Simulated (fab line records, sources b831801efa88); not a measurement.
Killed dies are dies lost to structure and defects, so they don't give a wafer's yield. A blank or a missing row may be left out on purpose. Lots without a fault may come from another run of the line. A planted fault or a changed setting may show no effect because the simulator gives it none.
A struck lot beside a sound one | flow gf180mcu | 44 steps out of a route of 602
Sound: wafers L232.1, L232.3, L232.5. Struck: wafers L229.1, L229.2, L229.4. The cause comes at the end.
At each step with rows: each side's tool, then ch and its chambers, then its first start. Under that, the readings that differ: sound wafers | struck wafers | difference of the means | sigmas: that difference in standard deviations of wafers without a fault.
alike: readings whose means differ by less than 2 such deviations, and words and numbers that are the same on both sides. not compared: withheld readings, readings that some wafer has no value for, bounds like >300 that may hide the same value, and numbers for which the record gives no deviation and whose values overlap.
The two part at a step that has a row with sigmas, a row that says differs or no value, or rows on one side only. Numbers that don't overlap but have no deviation are shown without sigmas and don't part them. A reading that every wafer of one side lacks parts them only if that side has two wafers or more.

first, 2 steps without rows for these wafers: GF_CONTACT_CLEAN_20 (cleans in DIW); GF_CONTACT_CLEAN_21 (cleans in dHF, time 20 s).
GF_CONTACT_SPUTTER_22: material Ti, target thk 15 nm, time 80.02 s.
  sound on pvd_sputter-04, day 21 09:04; struck on pvd_sputter-01, day 20 05:33
  alike: chamber_pressure_pa, throttle_valve_pct
then, 2 steps without rows for these wafers: GF_CONTACT_SPUTTER_23 (material TiN, target thk 10 nm, time 40 s); GF_CONTACT_CVD_24 (deposits W, target thk 300 nm, time 90.339 s).
GF_CONTACT_RS_MEAS_25: measures by four-point-probe.
  sound on film_metro-02, day 21 09:16; struck on film_metro-04, day 20 05:45
  alike: CONTACT_W_RS
GF_CONTACT_THK_MEAS_26: measures by xrf.
  sound on film_metro-02, day 21 09:23; struck on film_metro-04, day 20 05:52
  alike: CONTACT_W_THK
then, 2 steps without rows for these wafers: GF_CONTACT_CMP_27 (polishes, stops on SiO2, t overpolish 15 s, target thk 0 nm); GF_M1_SPUTTER_00 (material Ti, target thk 37.5 nm, time 150 s).
GF_M1_SPUTTER_01: material TiN, target thk 30 nm, time 25 s.
  sound on pvd_sputter-03, day 21 09:50; struck on pvd_sputter-02, day 20 06:20
  alike: chamber_pressure_pa, throttle_valve_pct
then, 1 step without rows for these wafers: GF_M1_SPUTTER_02 (material AlCu, target thk 450 nm, time 23.9 s).
GF_M1_SPUTTER_03: material Ti, target thk 10 nm, time 6.7 s.
  sound on pvd_sputter-03, day 21 09:54; struck on pvd_sputter-02, day 20 06:23
  alike: chamber_pressure_pa, throttle_valve_pct
GF_M1_SPUTTER_04: material TiN, target thk 50 nm, time 41.7 s.
  sound on pvd_sputter-03, day 21 09:55; struck on pvd_sputter-02, day 20 06:25
  reading                                | sound                | struck               | difference | sigmas
  chamber_pressure_pa (Pa)               | 0.4003 0.4003 0.3987 | 0.3276 0.3279 0.3291 | -0.0716    | -83
  throttle_valve_pct (%)                 | 29.2 28.7 30.5       | 34.9 32.4 31.9       | +3.6       | +4
  model.TiN_of_M1_SPUTTER_04.thk_nm (nm) | 50.13 50.18 50.57    | 51.54 50.9 51.8      | +1.12      |
GF_M1_RS_MEAS_05: measures by four-point-probe.
  sound on film_metro-02, day 21 09:58; struck on film_metro-02, day 20 06:27
  alike: M1_ALCU_RS
GF_M1_THK_MEAS_06: measures by xrf.
  sound on film_metro-02, day 21 10:05; struck on film_metro-02, day 20 06:34
  alike: M1_ALCU_THK
then, 7 steps without rows for these wafers: GF_M1_DEHYDRATE_07 (time 60 s); GF_M1_HMDS_08 (prime time 60 s); GF_M1_COAT_09 (resist thk 981.6 nm); GF_M1_SOFTBAKE_10 (time 60 s); GF_M1_EXPOSE_11 (exposes mask Metal1, target cd 230 nm); GF_M1_PEB_12 (peb time 90 s); GF_M1_DEVELOP_13 (develop time 60 s).
GF_M1_CD_MEAS_14: target cd 230 nm.
  sound on cd_sem-02, day 22 09:38; struck on cd_sem-01, day 21 07:58
  alike: cd_nm
GF_M1_OVL_MEAS_15:
  sound on overlay-01, day 22 09:45; struck on overlay-02, day 21 08:05
  alike: M1_OVL
GF_M1_METAL_ETCH_16: etches the open film in Cl2/BCl3, stops on SiO2, target depth 627.5 nm, time 104.6 s.
  sound on rie_metal-04 ch 0,1, day 22 09:47; struck on rie_metal-01 ch 0,1, day 21 08:07
  alike: bias_w, drypump_motor_current_A, oes_product_au, throttle_valve_pct
  not compared: rf_hours_counter_h
GF_M1_STRIP_17: strips in O2/N2.
  sound on plasma_asher-01 ch 0,1, day 22 09:54; struck on plasma_asher-03 ch 0,1, day 21 08:14
  alike: drypump_motor_current_A, heater_power_w, oes_product_au, strip_time_to_endpoint_s
  not compared: rf_hours_counter_h
then, 3 steps without rows for these wafers: GF_M1_STRIP_18 (strips in post etch residue remover, time 1200 s); GF_M1_CLEAN_19 (cleans in DIW); GF_V1_CVD_00 (deposits SiO2, target thk 600 nm, time 100 s).
GF_V1_THK_MEAS_01:
  sound on film_metro-03, day 22 10:30; struck on film_metro-02, day 21 08:53
  alike: V1_CVD_00_THK
then, 1 step without rows for these wafers: GF_V1_CVD_02 (deposits SiO2 from TEOS, target thk 850 nm, time 94.851 s).
GF_V1_THK_MEAS_03:
  sound on film_metro-02, day 22 10:38; struck on film_metro-01, day 21 09:01
  alike: V1_CVD_02_THK
then, 1 step without rows for these wafers: GF_V1_CMP_04 (polishes SiO2).
GF_V1_BOW_MEAS_05:
  sound on film_metro-03, day 22 10:59; struck on film_metro-03, day 21 09:22
  alike: V1_BOW
then, 8 steps without rows for these wafers: GF_V1_DEHYDRATE_06 (time 60 s); GF_V1_HMDS_07 (prime time 60 s); GF_V1_COAT_08; GF_V1_COAT_09 (resist thk 1000 nm); GF_V1_SOFTBAKE_10 (time 60 s); GF_V1_EXPOSE_11 (exposes mask Via1, target cd 260 nm); GF_V1_PEB_12 (peb time 90 s); GF_V1_DEVELOP_13 (develop time 60 s).
GF_V1_STRIP_19: strips in post etch residue remover, time 1200 s.
  sound on wet_bench-03 ch 2, day 23 10:18; struck on wet_bench-03 ch 0, day 22 09:25
  reading                                | sound             | struck           | difference | sigmas
  model.TiN_of_M1_SPUTTER_04.thk_nm (nm) | 49.29 49.34 49.73 | 50.7 50.06 50.97 | +1.1       |
then, 1 step without rows for these wafers: GF_PASSIVATION_PROBE_99.

WHERE THEY PART
Only at GF_M1_SPUTTER_04, within this record. Later steps at which nothing parts them and some readings are alike: GF_M1_RS_MEAS_05, GF_M1_THK_MEAS_06, GF_M1_CD_MEAS_14, GF_M1_OVL_MEAS_15, GF_M1_METAL_ETCH_16, GF_M1_STRIP_17, GF_V1_THK_MEAS_01, GF_V1_THK_MEAS_03, GF_V1_BOW_MEAS_05.

WHY: what the simulator had put in
Process parameter drift: pvd_sputter-02, from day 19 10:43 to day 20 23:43, at GF_M1_SPUTTER_04. Setting chamber_pressure_pa, moved by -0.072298, from 0.4. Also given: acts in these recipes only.
